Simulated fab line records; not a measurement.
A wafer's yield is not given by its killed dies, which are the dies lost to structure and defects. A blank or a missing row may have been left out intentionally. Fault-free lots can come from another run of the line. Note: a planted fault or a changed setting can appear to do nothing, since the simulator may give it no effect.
fab line records	flow sky130
record lots=6	wafers=18	last-day=50
route steps=708 shown VIA1@460 METAL2@483
lots that met no fault: taken from a fault-free run of the same line
start-h: hours from the record's first day to the start of the lot's first wafer shown	wait-h: hours since the lot's step before	" repeats the value in the row above	L1.1+2: a row that stands for several wafers	- either no value or no given start	* or withheld: withheld	< > ~ a bound
route shown NAME@n: NAME is a module with steps in the file, n the number in the route of the first one	usual: mean/standard deviation of fault-free wafers	same: alike in all rows	chamber/n: place in a boat	sites: per-site readings	_std_site: the standard deviation of these	_edge_site: inner sites' mean taken away from outer sites' mean	radius-mm: how far each site lies from the wafer's centre	mask NAME#n: copy n	behind: the last tool/chamber to shape the wafer	hold: reason for holding the lot/hours on hold/outcome of the hold	device: whichever transistor did not switch (one of n, p or np)	end of line: the same wafers' tests at the end of the route	a step given without rows: its recipe and nothing more	killed: dies lost to structure and defects at the first sort, not the wafer's yield	map: a wafer's dies, x killed, . not, _ none there
set.NAME: setting as actually run; set.NAME@STEP: the setting as run at that earlier step	model.NAME: the simulator's own value behind a step, which no gauge read
a table for each step, a row for each wafer; lots at some steps of the route
services: the hour from which a tool's chamber was out of use, counted from the record's first day as start-h (under 0 if before that day), plus the number of hours and why
## steps
# step SKY_VIA1_CMP_02
# recipe material=SiO2	down-force-psi=4	platen-rpm=60	pad-velocity-m-s=0.94248
# usual motor-current-A=12.4/1.1	platen-rpm=60.00/0.032
lot.wafer	tool	chamber	start-h	wait-h	motor-current-A	platen-rpm
L821.4	cmp-01	1	796.96	0.0	13.2	60.00
L821.6	"	1	"	"	14.2	60.01
L821.5	"	2	"	"	11.2	60.02
L823.1	cmp-02	1	813.21	0.1	12.8	59.99
L823.2	"	2	"	"	11.2	60.02
L823.5	"	0	"	"	12.6	59.99
L832.2	cmp-02	1	880.97	0.1	11.7	60.04
L832.6	"	0	"	"	12.5	59.98
L832.5	"	1	"	"	12.2	60.05
L837.3	cmp-02	2	928.00	0.0	11.3	59.99
L837.1	"	1	"	"	12.3	60.02
L837.5	"	2	"	"	11.0	59.98
L834.4	cmp-01	0	929.14	0.2	13.6	59.96
L834.5	"	2	"	"	11.6	59.92
L834.6	"	3	"	"	11.4	60.06
L838.3	cmp-01	3	930.35	0.1	12.1	60.01
L838.1	"	0	"	"	14.1	60.04
L838.5	"	3	"	"	11.4	60.01
# step SKY_VIA1_BOW_MEAS_03
# recipe mode=bow
# usual VIA1_BOW=81/6.6
lot.wafer	tool	chamber	start-h	wait-h	VIA1_BOW[um]
L821.4	film-metro-02	-	797.32	0.3	80
L821.5	"	-	"	"	87
L821.6	"	-	"	"	87
L823.1	film-metro-03	-	813.41	0.1	76
L823.2	"	-	"	"	80
L823.5	"	-	"	"	76
L832.2	film-metro-04	-	881.24	0.2	87
L832.5	"	-	"	"	70
L832.6	"	-	"	"	84
L837.1	film-metro-04	-	928.30	0.1	81
L837.3	"	-	"	"	85
L837.5	"	-	"	"	81
L834.4	film-metro-04	-	929.40	0.2	79
L834.5	"	-	"	"	79
L834.6	"	-	"	"	86
L838.1	film-metro-02	-	930.60	0.1	92
L838.3	"	-	"	"	95
L838.5	"	-	"	"	85
# step SKY_VIA1_DEHYDRATE_04
# recipe temp-c=200	time-s=60
# step SKY_VIA1_HMDS_05
# recipe prime-time-s=60	prime-temp-c=120
# step SKY_VIA1_COAT_06
# recipe resist=BARC	temp-c=withheld	time-s=withheld	spin-rpm=3000	resist-thk-nm=60
# step SKY_VIA1_COAT_07
# recipe resist=KrF-thick	spin-rpm=3000	resist-thk-nm=450
# step SKY_VIA1_SOFTBAKE_08
# recipe temp-c=100	time-s=90	resist=KrF-thick
# step SKY_VIA1_EXPOSE_09
# recipe mask-id=VIM	na=0.8	source-shape=annular	sigma-inner=0.55	sigma-outer=0.85	target-cd-nm=150	dose-mj=38
# step SKY_VIA1_PEB_10
# recipe peb-temp-c=withheld	peb-time-s=withheld	resist=KrF-thick
# step SKY_VIA1_DEVELOP_11
# recipe develop-time-s=60	resist=KrF-thick	dev-temp-c=21
# step SKY_VIA1_CD_MEAS_12
# recipe target-cd-nm=150
# usual cd-nm=150.0/1.9
lot.wafer	tool	chamber	start-h	wait-h	cd-nm
L821.4	cd-sem-01	-	822.94	-	150.0
L821.5	"	-	"	"	148.8
L821.6	"	-	"	"	150.3
L823.1	cd-sem-02	-	839.02	-	151.2
L823.2	"	-	"	"	151.4
L823.5	"	-	"	"	150.4
L832.2	cd-sem-02	-	906.43	-	149.9
L832.5	"	-	"	"	150.8
L832.6	"	-	"	"	149.4
L837.1	cd-sem-02	-	952.72	-	149.3
L837.3	"	-	"	"	149.0
L837.5	"	-	"	"	149.5
L834.4	cd-sem-02	-	953.93	-	148.9
L834.5	"	-	"	"	148.3
L834.6	"	-	"	"	149.0
L838.1	cd-sem-01	-	955.62	-	151.0
L838.3	"	-	"	"	151.8
L838.5	"	-	"	"	152.2
# step SKY_VIA1_OVL_MEAS_13
# usual VIA1_OVL=-2/6.5
lot.wafer	tool	chamber	start-h	wait-h	VIA1_OVL[nm]
L821.4	overlay-02	-	823.02	0.1	-6
L821.5	"	-	"	"	6
L821.6	"	-	"	"	-6
L823.1	overlay-01	-	839.14	0.1	1
L823.2	"	-	"	"	-10
L823.5	"	-	"	"	4
L832.2	overlay-01	-	906.54	0.1	6
L832.5	"	-	"	"	-3
L832.6	"	-	"	"	7
L837.1	overlay-01	-	952.84	0.1	-4
L837.3	"	-	"	"	-9
L837.5	"	-	"	"	-3
L834.4	overlay-02	-	954.01	0.1	-9
L834.5	"	-	"	"	-2
L834.6	"	-	"	"	-6
L838.1	overlay-01	-	955.74	0.1	1
L838.3	"	-	"	"	1
L838.5	"	-	"	"	2
# step SKY_VIA1_ETCH_14
# recipe chemistry=N2/H2	target=BARC	ion-energy-ev=200	source-w=500	bias-w=100	pressure-mtorr=30	n2-flow-sccm=100	h2-flow-sccm=200	stop-on=SiO2	time-s=45.9	target-depth-a=600
# usual drypump-motor-current-A=5.9/0.46	h2-flow-sccm=200.0/0.65	oes-product-au=0.854/0.0046	run-length-s=74.2/0.49	throttle-valve-pct=13.224/0.0084
lot.wafer	tool	chamber	start-h	wait-h	drypump-motor-current-A	h2-flow-sccm	oes-product-au	rf-hours-counter-h	run-length-s	throttle-valve-pct	model.etch.depth-nm	model.KrF-thick_of_VIA1_COAT_07.thk-nm	model.VIA1.cd-nm
L821.4	rie-diel-01	2	823.03	0.0	5.0	199.5	0.847	16	74.5	13.232	60.02	394.8	149.8
L821.5	"	1	"	"	5.6	201.4	0.851	-	74.7	13.221	60.13	395	147.9
L821.6	"	0	"	"	6.2	199.5	0.974	-	51.3	13.236	36.69	418.2	147
L823.1	rie-diel-01	2	839.18	0.0	5.0	200.3	0.850	17	74.3	13.227	60.24	390.6	151.1
L823.2	"	0	"	"	6.2	198.8	0.975	28	51.5	13.206	36.99	413.5	146.8
L823.5	"	2	"	"	5.0	199.6	0.858	-	74.7	13.229	60.13	391.7	150.7
L832.2	rie-diel-03	2	906.57	0.0	5.7	200.3	0.848	6	74.4	13.219	59.83	393.3	151.7
L832.5	"	2	"	"	5.7	199.6	0.864	-	74.5	13.230	59.91	393.6	152
L832.6	"	3	"	"	5.9	200.4	0.856	-	73.7	13.220	60	394.1	149.7
L837.1	rie-diel-01	2	952.87	0.0	5.0	198.8	0.853	21	74.4	13.226	59.57	393.1	149.1
L837.3	"	0	"	"	6.2	200.5	0.863	2	75.1	13.241	59.91	393.2	150
L837.5	"	3	"	"	5.4	199.2	0.853	-	74.6	13.220	59.61	395.9	147.9
L834.4	rie-diel-02	0	954.03	0.0	5.5	200.8	0.854	6	73.9	13.223	60.02	391.3	149.2
L834.5	"	1	"	"	6.7	200.1	0.849	-	74.7	13.236	60.1	391.7	147
L834.6	"	0	"	"	5.5	200.3	0.859	-	74.0	13.223	60.17	388.9	149
L838.1	rie-diel-03	3	955.77	0.0	5.9	200.1	0.854	13	73.4	13.222	59.99	393.9	150.2
L838.3	"	2	"	"	5.7	199.9	0.852	8	74.7	13.226	60.33	394.7	152.3
L838.5	"	2	"	"	5.7	199.9	0.854	-	74.7	13.217	60.18	394.1	152.1
# step SKY_VIA1_ETCH_15
# recipe target=SiO2	chemistry=C4F8/O2/Ar	target-depth-nm=351	stop-on=TiN	mask-material=KrF-thick	source-w=1500	bias-w=1200	pressure-mtorr=40	c4f8-flow-sccm=withheld	O2_flow_sccm=6	Ar_flow_sccm=300	time-s=54
# usual oes-product-au=0.978/0.0072	run-length-s=82.4/0.52
lot.wafer	tool	chamber	start-h	wait-h	oes-product-au	rf-hours-counter-h	run-length-s	model.KrF-thick_of_VIA1_COAT_07.thk-nm
L821.4	rie-diel-01	2	823.08	0.0	0.980	16	82.6	324.5
L821.5	"	1	"	"	0.986	-	83.0	325.6
L821.6	"	0	"	"	0.379	-	83.5	350.7
L823.1	rie-diel-01	2	839.22	0.0	0.991	17	82.7	320
L823.2	"	0	"	"	0.374	28	82.8	345.8
L823.5	"	2	"	"	0.985	-	83.3	320.6
L832.2	rie-diel-03	2	906.61	0.0	0.976	6	82.4	324.5
L832.5	"	2	"	"	0.972	-	82.6	324.6
L832.6	"	3	"	"	0.970	-	81.4	325.8
L837.1	rie-diel-01	2	952.91	0.0	0.988	21	83.1	322.1
L837.3	"	0	"	"	0.962	2	83.7	326.1
L837.5	"	3	"	"	0.978	-	82.5	327
L834.4	rie-diel-02	0	954.07	0.0	0.985	6	82.2	319.7
L834.5	"	1	"	"	0.986	-	82.8	320.3
L834.6	"	0	"	"	0.981	-	82.4	317.3
L838.1	rie-diel-03	3	955.81	0.0	0.980	13	81.6	324.9
L838.3	"	2	"	"	0.975	8	82.5	325.3
L838.5	"	2	"	"	0.977	-	82.4	325.2
# step SKY_VIA1_STRIP_16
# recipe chemistry=O2/N2	power-w=1400	pressure-mtorr=1500	platen-temp-c=withheld	o2-flow-sccm=3000	n2-flow-sccm=300	overash-fraction=0.5
# usual drypump-motor-current-A=5.8/0.5	o2-flow-sccm=2999/9.6	oes-product-au=0.416/0.0046	strip-time-to-endpoint-s=4.473/0.026
lot.wafer	tool	chamber	start-h	wait-h	drypump-motor-current-A	o2-flow-sccm	oes-product-au	rf-hours-counter-h	strip-time-to-endpoint-s
L821.4	plasma-asher-03	1	823.16	0.1	5.1	3005	0.416	-	4.465
L821.5	"	1	"	"	5.1	2993	0.422	-	4.474
L821.6	"	0	"	"	6.1	3018	0.424	-	4.746
L823.1	plasma-asher-03	1	839.27	0.0	5.1	2998	0.420	99	4.433
L823.2	"	0	"	"	6.1	3009	0.416	99	4.694
L823.5	"	0	"	"	6.1	3011	0.412	-	4.438
L832.2	plasma-asher-04	1	906.66	0.0	6.1	2997	0.421	16	4.490
L832.5	"	0	"	"	5.8	2993	0.411	-	4.483
L832.6	"	1	"	"	6.1	2992	0.415	-	4.493
L837.1	plasma-asher-01	1	952.96	0.0	5.5	2993	0.411	85	4.441
L837.3	"	1	"	"	5.5	2992	0.418	-	4.486
L837.5	"	1	"	"	5.5	3000	0.416	-	4.500
L834.4	plasma-asher-04	1	954.15	0.1	6.1	2990	0.417	-	4.452
L834.5	"	0	"	"	5.7	3024	0.418	-	4.426
L834.6	"	1	"	"	6.1	2991	0.411	-	4.407
L838.1	plasma-asher-01	1	955.86	0.0	5.5	2997	0.419	86	4.466
L838.3	"	0	"	"	6.6	2984	0.426	-	4.505
L838.5	"	0	"	"	6.6	2997	0.415	-	4.497
# step SKY_VIA1_STRIP_17
# recipe chemistry=post-etch-residue-remover	time-s=1200	temp-c=72.5
# step SKY_VIA1_CLEAN_18
# recipe chemistry=IPA	time-s=180	temp-c=25
# step SKY_VIA1_CLEAN_19
# recipe chemistry=O3/DIW	dry=n2-spin
# step SKY_VIA1_SPUTTER_20
# recipe material=TiN	target-thk-nm=20	chamber-pressure-pa=5	power-w=4000	time-s=80
# usual throttle-valve-pct=30.7/1.5
lot.wafer	tool	chamber	start-h	wait-h	throttle-valve-pct
L821.4	pvd-sputter-01	-	823.72	0.0	33.2
L821.5	"	-	"	"	31.6
L821.6	"	-	"	"	33.2
L823.1	pvd-sputter-01	-	839.86	0.0	33.1
L823.2	"	-	"	"	33.2
L823.5	"	-	"	"	33.3
L832.2	pvd-sputter-04	-	907.28	0.0	30.1
L832.5	"	-	"	"	30.0
L832.6	"	-	"	"	28.2
L837.1	pvd-sputter-03	-	953.59	0.0	29.6
L837.3	"	-	"	"	30.0
L837.5	"	-	"	"	30.4
L834.4	pvd-sputter-03	-	954.78	0.0	30.2
L834.5	"	-	"	"	29.8
L834.6	"	-	"	"	30.2
L838.1	pvd-sputter-01	-	956.46	0.0	31.6
L838.3	"	-	"	"	33.0
L838.5	"	-	"	"	33.3
# step SKY_VIA1_CVD_21
# recipe material=W	target-thk-nm=270	time-s=80.902	temp-c=400	pressure-torr=40
# usual heater-power-w=840/150
lot.wafer	tool	chamber	start-h	wait-h	heater-power-w
L821.4	cvd-w-01	1	823.81	0.1	926
L821.5	"	0	"	"	742
L821.6	"	1	"	"	953
L823.1	cvd-w-02	1	839.92	0.0	1038
L823.2	"	0	"	"	709
L823.5	"	1	"	"	1015
L832.2	cvd-w-02	0	907.34	0.0	720
L832.5	"	1	"	"	1042
L832.6	"	0	"	"	704
L837.1	cvd-w-01	0	953.65	0.0	699
L837.3	"	1	"	"	909
L837.5	"	1	"	"	904
L834.4	cvd-w-01	1	954.84	0.0	895
L834.5	"	1	"	"	900
L834.6	"	0	"	"	690
L838.1	cvd-w-02	1	956.52	0.0	995
L838.3	"	1	"	"	1055
L838.5	"	0	"	"	703
# step SKY_VIA1_CMP_24
# recipe stop-on=SiO2	t-overpolish-s=15	down-force-psi=3.5	platen-rpm=60	target-thk-nm=0	pad-velocity-m-s=0.94248
# usual motor-current-A=11.4/1	platen-rpm=60.00/0.037
lot.wafer	tool	chamber	start-h	wait-h	motor-current-A	platen-rpm
L821.4	cmp-01	2	824.10	0.1	10.1	60.04
L821.5	"	1	"	"	12.4	60.02
L821.6	"	2	"	"	10.5	59.98
L823.2	cmp-02	2	840.35	0.2	10.7	60.04
L823.1	"	0	"	"	12.4	60.01
L823.5	"	2	"	"	10.2	60.01
L832.2	cmp-02	3	907.77	0.2	10.8	59.98
L832.5	"	0	"	"	11.5	59.99
L832.6	"	1	"	"	10.6	60.01
L837.3	cmp-01	1	953.97	0.1	12.4	60.01
L837.1	"	3	"	"	10.8	59.99
L837.5	"	0	"	"	12.8	60.02
L834.4	cmp-02	3	955.23	0.2	11.4	59.98
L834.5	"	0	"	"	11.7	59.97
L834.6	"	1	"	"	11.5	59.95
L838.1	cmp-02	3	956.80	0.1	11.0	60.03
L838.3	"	0	"	"	11.3	59.95
L838.5	"	3	"	"	11.3	60.02
# step SKY_METAL2_SPUTTER_00
# recipe material=Ti	target-thk-nm=15	power-w=3000	time-s=10	chamber-pressure-pa=0.4
# usual throttle-valve-pct=29.9/1
lot.wafer	tool	chamber	start-h	wait-h	throttle-valve-pct
L821.4	pvd-sputter-02	-	824.35	0.2	30.3
L821.5	"	-	"	"	30.6
L823.1	pvd-sputter-04	-	840.60	0.1	29.4
L823.5	"	-	"	"	31.4
L832.2	pvd-sputter-02	-	907.92	0.1	30.4
L832.5	"	-	"	"	30.5
L832.6	"	-	"	"	30.8
L837.1	pvd-sputter-04	-	954.22	0.1	28.1
L837.3	"	-	"	"	30.3
L837.5	"	-	"	"	29.3
L834.4	pvd-sputter-04	-	955.38	0.1	30.3
L834.5	"	-	"	"	28.3
L834.6	"	-	"	"	29.6
L838.1	pvd-sputter-04	-	957.10	0.2	29.6
L838.3	"	-	"	"	30.0
L838.5	"	-	"	"	28.3
# step SKY_METAL2_SPUTTER_01
# recipe material=TiN	target-thk-nm=20	power-w=6500	time-s=16.7	chamber-pressure-pa=0.4
# usual throttle-valve-pct=29.9/0.99
lot.wafer	tool	chamber	start-h	wait-h	throttle-valve-pct
L821.4	pvd-sputter-02	-	824.37	0.0	30.4
L821.5	"	-	"	"	30.3
L823.1	pvd-sputter-04	-	840.63	0.0	29.3
L823.5	"	-	"	"	31.3
L832.2	pvd-sputter-02	-	907.94	0.0	30.5
L832.5	"	-	"	"	30.5
L832.6	"	-	"	"	30.6
L837.1	pvd-sputter-04	-	954.25	0.0	28.5
L837.3	"	-	"	"	30.3
L837.5	"	-	"	"	29.5
L834.4	pvd-sputter-04	-	955.40	0.0	30.1
L834.5	"	-	"	"	28.2
L834.6	"	-	"	"	29.2
L838.1	pvd-sputter-04	-	957.12	0.0	29.3
L838.3	"	-	"	"	30.0
L838.5	"	-	"	"	28.1
# step SKY_METAL2_SPUTTER_02
# recipe material=AlCu	target-thk-nm=250	power-w=10600	time-s=13.76	chamber-pressure-pa=0.4
# usual throttle-valve-pct=29.9/1
lot.wafer	tool	chamber	start-h	wait-h	throttle-valve-pct
L821.4	pvd-sputter-02	-	824.40	0.0	30.0
L821.5	"	-	"	"	30.4
L823.1	pvd-sputter-04	-	840.65	0.0	29.5
L823.5	"	-	"	"	31.1
L832.2	pvd-sputter-02	-	907.96	0.0	30.3
L832.5	"	-	"	"	30.5
L832.6	"	-	"	"	30.4
L837.1	pvd-sputter-04	-	954.27	0.0	28.2
L837.3	"	-	"	"	30.2
L837.5	"	-	"	"	29.5
L834.4	pvd-sputter-04	-	955.43	0.0	30.1
L834.5	"	-	"	"	28.1
L834.6	"	-	"	"	29.8
L838.1	pvd-sputter-04	-	957.14	0.0	29.4
L838.3	"	-	"	"	30.1
L838.5	"	-	"	"	28.4
## services
tool	chamber	start-h	hours	kind
cmp-01	-	799.63	12.3	pm
rie-diel-01	1	802.71	4.0	repair
cmp-02	-	802.99	1.9	repair
plasma-asher-03	-	807.09	1.6	repair
pvd-sputter-03	-	810.51	3.1	repair
plasma-asher-01	-	811.22	5.8	repair
cmp-01	-	821.26	1.0	repair
pvd-sputter-04	-	824.75	1.0	repair
pvd-sputter-04	-	838.07	2.5	repair
pvd-sputter-02	-	850.79	6.3	repair
cmp-01	-	854.62	0.6	repair
cvd-w-02	1	874.41	12.3	repair
cmp-01	-	880.50	3.3	pm
pvd-sputter-01	-	882.10	2.1	repair
pvd-sputter-01	-	891.90	8.9	repair
rie-diel-03	3	894.05	1.6	repair
cvd-w-01	-	903.30	6.9	pm
cvd-w-01	-	910.20	14.0	pm
cmp-01	-	912.00	4.0	pm
cvd-w-02	-	914.51	2.3	repair
rie-diel-03	0	920.76	11.0	repair
cvd-w-02	-	932.68	1.4	repair
cmp-01	-	948.96	0.8	repair
pvd-sputter-02	-	956.01	14.5	repair
## key
first-sign step=SKY_VIA1_ETCH_14	reading=run-length-s	direction=down	sigmas=47	usual=*	struck=*
effect step=SKY_VIA1_ETCH_14	reading=oes-product-au	direction=up	sigmas=26	usual=0.854	struck=0.975
effect step=SKY_VIA1_ETCH_15	reading=oes-product-au	direction=down	sigmas=84	usual=0.978	struck=0.377
effect step=SKY_VIA1_STRIP_16	reading=strip-time-to-endpoint-s	direction=up	sigmas=9.3	usual=*	struck=*
effect step=SKY_METAL2_SPUTTER_00	reading=visit	direction=missing
effect step=SKY_METAL2_SPUTTER_01	reading=visit	direction=missing
effect step=SKY_METAL2_SPUTTER_02	reading=visit	direction=missing
model-effect step=SKY_VIA1_ETCH_14	value=etch.depth-nm	without=60.06	struck=36.84
model-effect step=SKY_VIA1_ETCH_15	value=KrF-thick_of_VIA1_COAT_07.thk-nm	without=326.8	struck=348.2
met-at SKY_VIA1_ETCH_14
struck-wafers L821.6,L823.2
later-rows-left-out L821.6,L823.2
sort-left-out L821.6,L823.2
fault kind=process-parameter-drift	tool=rie-diel-01	chamber=0	onset-h=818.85	steps=SKY_VIA1_ETCH_14	channel=time-s	offset=*	shape=step	end-h=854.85	acts-in=*	stated=*
# sort-left-out: the simulated sort isn't trusted on such a fault, so these wafers' sort isn't shown, and their yield isn't known
# later-rows-left-out: the simulator's readings of these wafers behind a module that went badly wrong aren't trusted and aren't shown, but for the sort
